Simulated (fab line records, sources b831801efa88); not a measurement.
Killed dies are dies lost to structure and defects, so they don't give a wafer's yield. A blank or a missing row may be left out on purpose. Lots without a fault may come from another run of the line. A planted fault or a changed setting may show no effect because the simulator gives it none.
Problem report in the 8D (eight disciplines) form, filled by code | flow gf180mcu | the parts of the form that need people (team, actions taken, sign-off) are left out

1. THE PROBLEM
NSD_RS at GF_PSD_RS_MEAS_14 reads a mean of 42.19 ohm/sq on 6 wafers of 2 lots; wafers without a fault read 46.11 ohm/sq with a standard deviation of 0.092. That is -43 standard deviations from the usual mean.
The step: measures by four-point-probe.
First seen on wafer L370.2, day 20 05:32, on film_metro-03. The record holds 36 wafers of 12 lots with a number at this step. Rule for "out", or "out of limits": more than 4 standard deviations from the usual mean. The other wafers with a number count as sound.

2. WHAT IT IS AND WHAT IT IS NOT
question                    | is                           | is not
which readings at this step | NSD_RS                       | -
which lots                  | L370, L373                   | L356, L357, L359, L360, L361, L362, L364, L368, L374, L377
which wafers of those lots  | all that have a number       | -
read on which gauges        | film_metro-03, film_metro-04 | film_metro-01
when                        | from day 20 05:32            | up to then (24 sound wafers); but 6 sound wafers of L374, L377 came after

3. SUSPECTS, AND WHAT RULES EACH OUT
Counting: a tool at a process step up to the reading stays a suspect if it ran every lot that is out and no sound lot after the first of them.
- the gauge at GF_PSD_RS_MEAS_14: ruled out. The wafers that are out were read on 2 gauges (film_metro-03, film_metro-04).
- rtp_anneal-02 at GF_PSD_RTA_13 (time 20 s): kept. It ran every lot that is out, first L370 (day 20 05:26), and no sound lot after that; its last sound lot up to then is L368 (day 19 09:49). Its own readings are out on those wafers: wafer_temp_C_max.
Left after counting: rtp_anneal-02 at GF_PSD_RTA_13.

4. THE CAUSE (what the simulator had put in)
Process parameter drift: rtp_anneal-02, from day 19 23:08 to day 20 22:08, at GF_PSD_RTA_13. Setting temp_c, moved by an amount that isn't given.
Counting left only this tool.

5. THE CHAIN OF EFFECTS, in route order
Each row: a reading whose mean over the struck wafers that have a number lies more than 3 standard deviations from the usual. Only readings for which the record gives a usual standard deviation are gone through. hours: the time from each lot's start at the first step in this table that gives one to its start at this step, as a median over the lots. sigmas: the change in usual standard deviations.
hours | step              | reading          | usual         | on struck wafers | change | sigmas
0     | GF_PSD_RTA_13     | wafer_temp_C_max | 1030.9        | 1057.4           | +26.5  | +17
0     | GF_PSD_RS_MEAS_14 | NSD_RS           | 46.11 ohm/sq  | 42.19            | -3.92  | -43
0     | GF_PSD_RS_MEAS_15 | PSD_RS           | 107.74 ohm/sq | 97.05            | -10.69 | -40
The process steps in it:
- GF_PSD_RTA_13: time 20 s.
Later measuring or inspecting steps at which every struck wafer that the step has a row for has a number for every such reading, and none has moved that far: GF_SAB_OVL_MEAS_10.

6. WHAT WOULD HAVE CAUGHT IT SOONER
In this record the first reading out of limits at a measuring or inspecting step was taken at day 20 05:32, 6 hours after the fault began at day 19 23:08.
The tool's own readings at GF_PSD_RTA_13 were out on every struck wafer that the step has a row for (wafer_temp_C_max): an alarm limit on them would have fired on the first of those.
Of the lots that are out (2), L373 began GF_PSD_RTA_13 on rtp_anneal-02 after day 20 05:32. A hold on the tool at that time would have spared it.
